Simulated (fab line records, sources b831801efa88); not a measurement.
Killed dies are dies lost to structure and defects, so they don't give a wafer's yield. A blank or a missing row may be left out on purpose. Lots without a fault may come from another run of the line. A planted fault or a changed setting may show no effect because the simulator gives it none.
A struck lot beside a sound one | flow gf180mcu | 14 steps out of a route of 602
Sound: wafers L728.1, L728.5, L728.6. Struck: wafers L724.2, L724.3, L724.4. The cause comes at the end.
At each step with rows: each side's tool, then ch and its chambers, then its first start. Under that, the readings that differ: sound wafers | struck wafers | difference of the means | sigmas: that difference in standard deviations of wafers without a fault.
alike: readings whose means differ by less than 2 such deviations, and words and numbers that are the same on both sides. not compared: withheld readings, readings that some wafer has no value for, bounds like >300 that may hide the same value, and numbers for which the record gives no deviation and whose values overlap.
The two part at a step that has a row with sigmas, a row that says differs or no value, or rows on one side only. Numbers that don't overlap but have no deviation are shown without sigmas and don't part them. A reading that every wafer of one side lacks parts them only if that side has two wafers or more.

first, 4 steps without rows for these wafers: GF_M1_SOFTBAKE_10 (time 60 s); GF_M1_EXPOSE_11 (exposes mask Metal1, target cd 230 nm); GF_M1_PEB_12 (peb time 90 s); GF_M1_DEVELOP_13 (develop time 60 s).
GF_M1_CD_MEAS_14: target cd 230 nm.
  sound on cd_sem-02, day 23 00:10; struck on cd_sem-02, day 21 03:29
  alike: cd_nm
GF_M1_OVL_MEAS_15:
  sound on overlay-02, day 23 00:17; struck on overlay-02, day 21 03:35
  alike: M1_OVL
GF_M1_METAL_ETCH_16: etches the open film in Cl2/BCl3, stops on SiO2, target depth 750.8 nm, time 125.1 s.
  sound on rie_metal-01 ch 0,1, day 23 00:19; struck on rie_metal-04 ch 0,1, day 21 03:37
  alike: drypump_motor_current_A, mfc_cl2_sccm, oes_product_au, throttle_valve_pct
  not compared: rf_hours_counter_h
GF_M1_STRIP_17: strips in O2/N2.
  sound on plasma_asher-02 ch 0,1, day 23 00:27; struck on plasma_asher-02 ch 0,1, day 21 03:44
  alike: drypump_motor_current_A, heater_power_w, oes_product_au, strip_time_to_endpoint_s
  not compared: rf_hours_counter_h
then, 3 steps without rows for these wafers: GF_M1_STRIP_18 (strips in post etch residue remover, time 1200 s); GF_M1_CLEAN_19 (cleans in DIW); GF_V1_CVD_00 (deposits SiO2, target thk 600 nm, time 100 s).
GF_V1_THK_MEAS_01:
  sound on film_metro-04, day 23 01:04; struck on film_metro-03, day 21 04:22
  alike: V1_CVD_00_THK
GF_V1_CVD_02: deposits SiO2 from TEOS, target thk 850 nm, time 94.851 s.
  sound on pecvd-02 ch 0,1, day 23 01:07; struck on pecvd-04 ch 0,2, day 21 04:25
  no value came back on the struck wafers for heater_power_outer_w (W), heater_power_w (W), time_s (s); on the sound wafers heater_power_outer_w (W) reads 407 264 307
GF_PASSIVATION_PROBE_99:
  the record has rows for the sound wafers here (prober-01, day 33 10:29) and none for the struck ones

WHERE THEY PART
First at GF_V1_CVD_02; last, within this record, at GF_PASSIVATION_PROBE_99.

WHY: what the simulator had put in
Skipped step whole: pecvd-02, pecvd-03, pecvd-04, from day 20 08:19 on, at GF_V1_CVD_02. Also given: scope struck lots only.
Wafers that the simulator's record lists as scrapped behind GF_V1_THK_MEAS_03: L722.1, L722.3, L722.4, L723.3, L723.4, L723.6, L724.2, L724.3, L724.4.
